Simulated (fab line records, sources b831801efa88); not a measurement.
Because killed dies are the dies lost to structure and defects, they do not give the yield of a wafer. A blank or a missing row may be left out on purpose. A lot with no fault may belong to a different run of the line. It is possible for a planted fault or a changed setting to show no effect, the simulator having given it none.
Chamber matching :: flow sfq_line :: pecvd-03 running SFQ_TRILAYER_L0_CAP_PECVD_011: 3 sister chambers
The step deposits SiO2 from SiH4/N2O, time 13.333 s, target thk 60 nm. 14 wafers are shown with their chamber, then 7 later ones without.

## WAFERS, EACH WITH ITS CHAMBER
wafer: L583.1
chamber: 2
throttle_valve_pct (%): 24.6
heater_power_w (W): 93

wafer: L583.2
chamber: 1
throttle_valve_pct (%): 24.1
heater_power_w (W): 93

wafer: L583.5
chamber: 2
throttle_valve_pct (%): 25.1
heater_power_w (W): 93

wafer: L584.1
chamber: 0
throttle_valve_pct (%): 23.6
heater_power_w (W): 104

wafer: L584.3
chamber: 1
throttle_valve_pct (%): 24.1
heater_power_w (W): 89

wafer: L584.4
chamber: 1
throttle_valve_pct (%): 24.1
heater_power_w (W): 87

wafer: L587.2
chamber: 2
throttle_valve_pct (%): 25.1
heater_power_w (W): 90

wafer: L587.4
chamber: 0
throttle_valve_pct (%): 23.6
heater_power_w (W): 105

wafer: L587.5
chamber: 2
throttle_valve_pct (%): 25.1
heater_power_w (W): 89

wafer: L588.1
chamber: 0
throttle_valve_pct (%): 23.5
heater_power_w (W): 107

wafer: L588.3
chamber: 2
throttle_valve_pct (%): 24.9
heater_power_w (W): 93

wafer: L588.5
chamber: 0
throttle_valve_pct (%): 23.7
heater_power_w (W): 91

wafer: L589.1
chamber: 0
throttle_valve_pct (%): 23.8
heater_power_w (W): 96

wafer: L589.2
chamber: 2
throttle_valve_pct (%): 25.2
heater_power_w (W): 87

SIGNATURES (averages over the wafers above)
reading: throttle_valve_pct
chamber 0: 23.640
chamber 1: 24.100
chamber 2: 25.000
scatter within a chamber: 0.163

reading: heater_power_w
chamber 0: 100.60
chamber 1: 89.67
chamber 2: 90.83
scatter within a chamber: 4.64
Rule: a wafer lies at a distance from a chamber equal to the root of the sum of squares, over the readings, of (its reading less the chamber's mean, divided by the reading's scatter). The wafer belongs to the nearest chamber; if the next one is less than 2 further off, it can't be placed. The scatter is the square root of a quotient: the sum, over the shown wafers, of each reading's squared deviation from its chamber's mean, divided by wafers minus chambers.

## WAFERS WITHOUT THEIR CHAMBER
wafer: L589.4
throttle_valve_pct (%): 25.3
heater_power_w (W): 89

wafer: L591.4
throttle_valve_pct (%): 23.9
heater_power_w (W): 95

wafer: L591.5
throttle_valve_pct (%): 23.5
heater_power_w (W): 106

wafer: L591.6
throttle_valve_pct (%): 25.0
heater_power_w (W): 96

wafer: L594.1
throttle_valve_pct (%): 23.5
heater_power_w (W): 107

wafer: L594.3
throttle_valve_pct (%): 25.3
heater_power_w (W): 86

wafer: L594.6
throttle_valve_pct (%): 24.0
heater_power_w (W): 89

## CHAMBER TAKEN BY EACH
wafer: L589.4
from the rows above: 2
in truth: 2

wafer: L591.4
from the rows above: can't be placed: 1 or 0
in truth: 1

wafer: L591.5
from the rows above: 0
in truth: 0

wafer: L591.6
from the rows above: 2
in truth: 2

wafer: L594.1
from the rows above: 0
in truth: 0

wafer: L594.3
from the rows above: 2
in truth: 2

wafer: L594.6
from the rows above: 1
in truth: 1
Placed correctly: 6 of 7. Unplaceable from these rows: 1, with the true chamber sitting among the candidates in 1. Placed wrongly: 0.
